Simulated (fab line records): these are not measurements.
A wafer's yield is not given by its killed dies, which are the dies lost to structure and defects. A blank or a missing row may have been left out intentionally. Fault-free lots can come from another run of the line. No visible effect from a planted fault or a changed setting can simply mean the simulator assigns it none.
The tool behind it: which one? / flow sky130 / 42 wafers from 14 lots sampled at 2 of the route's 708 steps

## WHAT THE GAUGES READ, wafer by wafer
SKY_PWDE_OVL_MEAS_07. Usual: PWDE_OVL gives 1.5 nm (standard deviation 1.3).
lot=L730; measured=day 4 12:14; on=overlay-01; PWDE_OVL (nm)=0.3 0.0 0.2; flag=
lot=L731; measured=day 4 19:29; on=overlay-01; PWDE_OVL (nm)=1.9 2.6 1.6; flag=
lot=L732; measured=day 4 22:35; on=overlay-02; PWDE_OVL (nm)=2.1 2.4 1.1; flag=
lot=L733; measured=day 5 03:37; on=overlay-01; PWDE_OVL (nm)=0.0 0.6 0.5; flag=
lot=L734; measured=day 5 09:01; on=overlay-02; PWDE_OVL (nm)=2.5 2.7 3.8; flag=
lot=L737; measured=day 6 03:16; on=overlay-01; PWDE_OVL (nm)=1.3 2.6 1.3; flag=
lot=L741; measured=day 6 21:19; on=overlay-01; PWDE_OVL (nm)=- - -; flag=OFF
lot=L742; measured=day 7 01:49; on=overlay-01; PWDE_OVL (nm)=- - -; flag=OFF
lot=L745; measured=day 7 20:59; on=overlay-01; PWDE_OVL (nm)=3.1 1.8 3.0; flag=
lot=L746; measured=day 8 02:08; on=overlay-02; PWDE_OVL (nm)=3.7 4.0 5.6; flag=
lot=L747; measured=day 8 12:26; on=overlay-01; PWDE_OVL (nm)=1.2 2.1 0.1; flag=
lot=L749; measured=day 9 02:13; on=overlay-01; PWDE_OVL (nm)=0.5 -1.5 1.2; flag=
lot=L750; measured=day 9 07:10; on=overlay-01; PWDE_OVL (nm)=3.2 1.4 1.9; flag=
lot=L751; measured=day 9 14:53; on=overlay-01; PWDE_OVL (nm)=2.3 3.7 1.6; flag=

## EACH LOT AND THE TOOL THAT RAN IT (in order: tool; ch and the chambers of the sampled wafers; start)
lot=L730; SKY_PWDE_DEVELOP_06=litho-track-03 ch 0, day 4 12:00
lot=L731; SKY_PWDE_DEVELOP_06=litho-track-04 ch 0, day 4 19:00
lot=L732; SKY_PWDE_DEVELOP_06=litho-track-03 ch 0, day 4 22:00
lot=L733; SKY_PWDE_DEVELOP_06=litho-track-01 ch 0, day 5 03:00
lot=L734; SKY_PWDE_DEVELOP_06=litho-track-03 ch 0, day 5 08:00
lot=L737; SKY_PWDE_DEVELOP_06=litho-track-01 ch 0, day 6 03:00
lot=L741; SKY_PWDE_DEVELOP_06=litho-track-01 ch 0, day 6 21:00
lot=L742; SKY_PWDE_DEVELOP_06=litho-track-01 ch 0, day 7 01:00
lot=L745; SKY_PWDE_DEVELOP_06=litho-track-04 ch 0, day 7 20:00
lot=L746; SKY_PWDE_DEVELOP_06=litho-track-03 ch 0, day 8 02:00
lot=L747; SKY_PWDE_DEVELOP_06=litho-track-04 ch 0, day 8 12:00
lot=L749; SKY_PWDE_DEVELOP_06=litho-track-03 ch 0, day 9 02:00
lot=L750; SKY_PWDE_DEVELOP_06=litho-track-03 ch 0, day 9 07:00
lot=L751; SKY_PWDE_DEVELOP_06=litho-track-04 ch 0, day 9 14:00
- SKY_PWDE_DEVELOP_06: develop time 60 s.

## AS READ BY THE TOOLS THEMSELVES (means over the sampled wafers that have a number; for cases with no such wafer, the mark the record gives instead)
The record holds no such reading with a usual standard deviation.

## THE ANSWER, worked out from the rows above alone
Rule: lot off if the mean of its wafers having a number is beyond 3 standard deviations from the usual mean. A lot without any number at a reading at which 4 lots or more have one is off too. Any other lot the step has rows for is counted as sound. First the gauges in route order, then the tools' own readings, where a lot's mean is used as printed above. At the first step where some lot is off, the reading lying furthest off is the one used; lots without a number count as furthest.
Off: at SKY_PWDE_OVL_MEAS_07 (PWDE_OVL), L741, L742. Without a number there: L741, L742.
If a tool, at a process step before that reading, ran all the lots that are off and no sound lot after the first of them, it fits. Gauges at SKY_PWDE_OVL_MEAS_07: tried the same way as those tools. One candidate fits, namely litho-track-01 at SKY_PWDE_DEVELOP_06. A fault onset in the window from L737 (day 6 03:00, its last sound lot) to L741 (day 6 21:00, its first lot off) fits.

## WHAT HAD BEEN PUT IN BY THE SIMULATOR
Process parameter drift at SKY_PWDE_DEVELOP_06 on litho-track-01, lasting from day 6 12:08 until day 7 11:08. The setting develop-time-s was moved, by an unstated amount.
Struck lots among those shown: L741, L742. Same finding as the rule above.
